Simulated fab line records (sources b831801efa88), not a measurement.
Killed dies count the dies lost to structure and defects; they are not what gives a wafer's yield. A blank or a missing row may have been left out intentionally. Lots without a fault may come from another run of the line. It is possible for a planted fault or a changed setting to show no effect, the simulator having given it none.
fab line records + flow sky130
record
- lots=6
- wafers=18
- lastDay=50
route steps=708 shown LDD_N@249 LDD_P@255
lots that met no fault: taken from a fault-free run of the same line
startH: the number of hours between the record's first day and the start of the first shown wafer of the lot + waitH: hours elapsed since this lot's preceding step + " the same as in the row above + L1.1+2: a row that stands for several wafers + - no value, or no start given + * or withheld: withheld + < > ~ a bound
route shown NAME@n: a module of which the file shows steps, and the number in the route of the first + usual: mean and standard deviation over wafers with no fault + same: alike in all rows + chamber/n: place in a boat + sites: per-site readings + _std_site: standard deviation across them + _edge_site: outer sites' mean less inner sites' + radiusMm: for every site, how far away it sits from the centre of the wafer + mask NAME#n: copy n + behind: the most recent tool/chamber to have shaped the wafer + hold: why the lot went on hold/how many hours it stayed there/how the hold came to an end + device: transistor that didn't switch, given as n, p or np + end of line: at the end of the route, the tests of the same wafers + a step without rows: its recipe alone + killed: dies that structure and defects cost at the first sort, which is not the same as the wafer's yield + map: the dies of a wafer, with x for killed, . for not killed, _ for no die there
set.NAME: the run value of the setting; set.NAME@STEP: its run value at that earlier step + model.NAME: the simulator's own value behind a step, which no gauge read
certain route steps with their lots: each step a table, each wafer a row
services: from which hour (startH, from the record's first day; less than 0 if before it) a tool's chamber was out of use, for how many hours, and why
## steps
# step SKY_LDD_N_IMPLANT_12
# recipe
- species=BF2
- energyKev=50
- doseCm2=5e+12
- tiltDeg=30
- rotationDeg=0
# step SKY_LDD_N_IMPLANT_13
# recipe
- species=BF2
- energyKev=50
- doseCm2=5e+12
- tiltDeg=30
- rotationDeg=90
# step SKY_LDD_N_IMPLANT_14
# recipe
- species=BF2
- energyKev=50
- doseCm2=5e+12
- tiltDeg=30
- rotationDeg=180
# step SKY_LDD_N_IMPLANT_15
# recipe
- species=BF2
- energyKev=50
- doseCm2=5e+12
- tiltDeg=30
- rotationDeg=270
# step SKY_LDD_N_STRIP_16
# recipe
- chemistry=O2/N2
- powerW=1400
- pressureMtorr=1500
- platenTempC=withheld
- o2FlowSccm=3000
- n2FlowSccm=300
- overashFraction=0.5
# usual
- drypumpMotorCurrentA=5.79/0.26
- oesProductAu=0.407/0.0047
- stripTimeToEndpointS=4.319/0.014
# same
- overashFraction=0.5
| lot.wafer | tool           | chamber | startH | waitH | drypumpMotorCurrentA | oesProductAu | rfHoursCounterH | stripTimeToEndpointS |
|-----------|----------------|---------|--------|-------|----------------------|--------------|-----------------|----------------------|
| L886.1    | plasmaAsher-02 | 0       | 452.31 | 0.1   | 5.77                 | 0.407        | 79              | 4.314                |
| L886.2    | "              | 1       | "      | "     | 5.35                 | 0.402        | 79              | 4.335                |
| L886.6    | "              | 1       | "      | "     | 5.33                 | 0.412        | -               | 4.333                |
| L892.3    | plasmaAsher-03 | 1       | 499.69 | 0.1   | 6.21                 | 0.398        | -               | 4.313                |
| L892.4    | "              | 0       | "      | "     | 5.98                 | 0.413        | -               | 4.293                |
| L892.5    | "              | 1       | "      | "     | 6.20                 | 0.405        | -               | 4.317                |
| L900.3    | plasmaAsher-04 | 1       | 575.21 | 0.1   | 5.82                 | 0.408        | -               | 4.302                |
| L900.4    | "              | 0       | "      | "     | 5.67                 | 0.401        | -               | 4.319                |
| L900.5    | "              | 1       | "      | "     | 5.86                 | 0.404        | -               | 4.297                |
| L901.3    | plasmaAsher-04 | 0       | 575.96 | 0.1   | 5.72                 | 0.416        | -               | 4.315                |
| L901.4    | "              | 1       | "      | "     | 5.84                 | 0.405        | -               | 4.343                |
| L901.6    | "              | 1       | "      | "     | 5.83                 | 0.406        | -               | 4.321                |
| L902.3    | plasmaAsher-03 | 0       | 580.34 | 0.1   | 5.94                 | 0.405        | -               | 4.337                |
| L902.4    | "              | 1       | "      | "     | 6.20                 | 0.402        | -               | 4.338                |
| L902.6    | "              | 1       | "      | "     | 6.23                 | 0.410        | -               | 4.329                |
| L904.2    | plasmaAsher-04 | 0       | 602.36 | 0.1   | 5.71                 | 0.408        | 47              | 4.316                |
| L904.4    | "              | 1       | "      | "     | 5.85                 | 0.403        | -               | 4.319                |
| L904.6    | "              | 0       | "      | "     | 5.72                 | 0.408        | -               | 4.305                |
# step SKY_LDD_N_TW_MEAS_17
# usual
- LDD_N_TW=2578/12
| lot.wafer | tool         | chamber | startH | waitH | LDD_N_TW |
|-----------|--------------|---------|--------|-------|----------|
| L886.1    | filmMetro-04 | -       | 452.41 | 0.1   | 2583     |
| L886.2    | "            | -       | "      | "     | 2580     |
| L886.6    | "            | -       | "      | "     | 2581     |
| L892.3    | filmMetro-01 | -       | 499.78 | 0.1   | 2561     |
| L892.4    | "            | -       | "      | "     | 2568     |
| L892.5    | "            | -       | "      | "     | 2551     |
| L900.3    | filmMetro-02 | -       | 575.29 | 0.1   | 2569     |
| L900.4    | "            | -       | "      | "     | 2572     |
| L900.5    | "            | -       | "      | "     | 2587     |
| L901.3    | filmMetro-04 | -       | 576.04 | 0.1   | 2578     |
| L901.4    | "            | -       | "      | "     | 2578     |
| L901.6    | "            | -       | "      | "     | 2584     |
| L902.3    | filmMetro-02 | -       | 580.43 | 0.1   | 2578     |
| L902.4    | "            | -       | "      | "     | 2570     |
| L902.6    | "            | -       | "      | "     | 2587     |
| L904.2    | filmMetro-04 | -       | 602.47 | 0.1   | 2588     |
| L904.4    | "            | -       | "      | "     | 2578     |
| L904.6    | "            | -       | "      | "     | 2595     |
# step SKY_LDD_P_DEHYDRATE_00
# recipe
- tempC=200
- timeS=60
# step SKY_LDD_P_HMDS_01
# recipe
- primeTimeS=60
- primeTempC=120
# step SKY_LDD_P_COAT_02
# recipe
- resist=NOVOLAK
- spinRpm=3000
- resistThkNm=1140
# step SKY_LDD_P_SOFTBAKE_03
# recipe
- tempC=90
- timeS=60
- resist=NOVOLAK
# step SKY_LDD_P_EXPOSE_04
# recipe
- maskId=PSDM
- na=0.6
- sourceShape=conventional
- sigmaOuter=0.6
- polarization=unpolarized
- targetCdNm=380
- doseMj=138
# step SKY_LDD_P_PEB_05
# recipe
- tempC=withheld
- timeS=*
- resist=NOVOLAK
# step SKY_LDD_P_DEVELOP_06
# recipe
- resist=NOVOLAK
- developer=TMAH
- developTimeS=60
- devTempC=23
# usual
- developerTempC=23.00/0.1
- resistLineTempC=23.02/0.11
| lot.wafer | tool          | chamber | startH | waitH | developerTempC | resistLineTempC |
|-----------|---------------|---------|--------|-------|----------------|-----------------|
| L886.1    | lithoTrack-03 | 0       | 482.47 | 0.1   | 22.87          | 22.98           |
| L886.2    | "             | 0       | "      | "     | 22.87          | 22.84           |
| L886.6    | "             | 0       | "      | "     | 23.06          | 22.98           |
| L892.3    | lithoTrack-01 | 0       | 529.19 | 0.1   | 22.93          | 22.91           |
| L892.4    | "             | 0       | "      | "     | 22.86          | 22.91           |
| L892.5    | "             | 0       | "      | "     | 23.06          | 22.83           |
| L900.3    | lithoTrack-03 | 0       | 604.37 | 0.1   | 25.34          | 22.88           |
| L900.4    | "             | 0       | "      | "     | 25.32          | 22.91           |
| L900.5    | "             | 0       | "      | "     | 25.21          | 23.09           |
| L901.3    | lithoTrack-03 | 0       | 604.97 | 0.1   | 25.22          | 23.03           |
| L901.4    | "             | 0       | "      | "     | 25.20          | 23.02           |
| L901.6    | "             | 0       | "      | "     | 25.17          | 22.92           |
| L902.3    | lithoTrack-04 | 0       | 609.39 | 0.1   | 22.83          | 23.12           |
| L902.4    | "             | 0       | "      | "     | 22.91          | 23.12           |
| L902.6    | "             | 0       | "      | "     | 22.89          | 23.04           |
| L904.2    | lithoTrack-01 | 0       | 630.96 | 0.1   | 22.99          | 23.02           |
| L904.4    | "             | 0       | "      | "     | 23.18          | 23.03           |
| L904.6    | "             | 0       | "      | "     | 23.10          | 23.09           |
# step SKY_LDD_P_CD_MEAS_07
# recipe
- targetCdNm=380
# usual
- cdNm=379/3.1
| lot.wafer | tool     | chamber | startH | waitH | cdNm |
|-----------|----------|---------|--------|-------|------|
| L886.1    | cdSem-02 | -       | 482.62 | 0.1   | 381  |
| L886.2    | "        | -       | "      | "     | 376  |
| L886.6    | "        | -       | "      | "     | 378  |
| L892.3    | cdSem-01 | -       | 529.33 | 0.1   | 375  |
| L892.4    | "        | -       | "      | "     | 377  |
| L892.5    | "        | -       | "      | "     | 377  |
| L900.3    | cdSem-01 | -       | 604.51 | 0.1   | 371  |
| L900.4    | "        | -       | "      | "     | 370  |
| L900.5    | "        | -       | "      | "     | 370  |
| L901.3    | cdSem-02 | -       | 605.11 | 0.1   | 370  |
| L901.4    | "        | -       | "      | "     | 372  |
| L901.6    | "        | -       | "      | "     | 372  |
| L902.3    | cdSem-01 | -       | 609.53 | 0.1   | 379  |
| L902.4    | "        | -       | "      | "     | 380  |
| L902.6    | "        | -       | "      | "     | 382  |
| L904.2    | cdSem-02 | -       | 631.11 | 0.1   | 380  |
| L904.4    | "        | -       | "      | "     | 380  |
| L904.6    | "        | -       | "      | "     | 380  |
# step SKY_LDD_P_OVL_MEAS_08
# usual
- LDD_P_OVL=0.3/1.5
| lot.wafer | tool       | chamber | startH | waitH | LDD_P_OVL[nm] |
|-----------|------------|---------|--------|-------|---------------|
| L886.1    | overlay-01 | -       | 482.74 | 0.1   | 2.2           |
| L886.2    | "          | -       | "      | "     | 0.2           |
| L886.6    | "          | -       | "      | "     | 1.7           |
| L892.3    | overlay-02 | -       | 529.42 | 0.1   | 0.1           |
| L892.4    | "          | -       | "      | "     | -1.9          |
| L892.5    | "          | -       | "      | "     | -1.1          |
| L900.3    | overlay-01 | -       | 604.60 | 0.1   | 1.1           |
| L900.4    | "          | -       | "      | "     | -0.9          |
| L900.5    | "          | -       | "      | "     | 1.5           |
| L901.3    | overlay-02 | -       | 605.20 | 0.1   | -0.8          |
| L901.4    | "          | -       | "      | "     | -0.6          |
| L901.6    | "          | -       | "      | "     | 0.6           |
| L902.3    | overlay-02 | -       | 609.62 | 0.1   | -2.5          |
| L902.4    | "          | -       | "      | "     | -1.5          |
| L902.6    | "          | -       | "      | "     | -1.0          |
| L904.2    | overlay-01 | -       | 631.21 | 0.1   | -0.5          |
| L904.4    | "          | -       | "      | "     | -0.8          |
| L904.6    | "          | -       | "      | "     | 1.1           |
## services
| tool           | chamber | startH | hours | kind   |
|----------------|---------|--------|-------|--------|
| plasmaAsher-02 | -       | 601.23 | 1.3   | repair |
| plasmaAsher-04 | -       | 605.54 | 0.7   | repair |
| plasmaAsher-02 | -       | 614.11 | 12.1  | repair |
## key
firstSign
- step=SKY_LDD_P_DEVELOP_06
- reading=developerTempC
- direction=up
- sigmas=22
- usual=*
- struck=*
effect
- step=SKY_LDD_P_CD_MEAS_07
- reading=cdNm
- direction=down
- sigmas=2.6
- usual=379
- struck=371
metAt SKY_LDD_P_DEVELOP_06
struckWafers L900.3,L900.4,L900.5,L901.3,L901.4,L901.6
testerLeftOut L900,L901
onsetBetween 482.47 604.37
fault
- kind=processParameterDrift
- tool=lithoTrack-03
- chamber=-
- onsetH=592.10
- steps=SKY_LDD_P_DEVELOP_06
- channel=devTempC
- offset=*
- shape=step
- endH=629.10
- actsIn=*
- stated=*
# testerLeftOut: of these lots the tester's yield and bins aren't shown, on N5 and GAA mostly nor the transistor test; their killed dies are dies lost to structure and defects alone, not to doping, threshold or leakage, so they don't give the yield
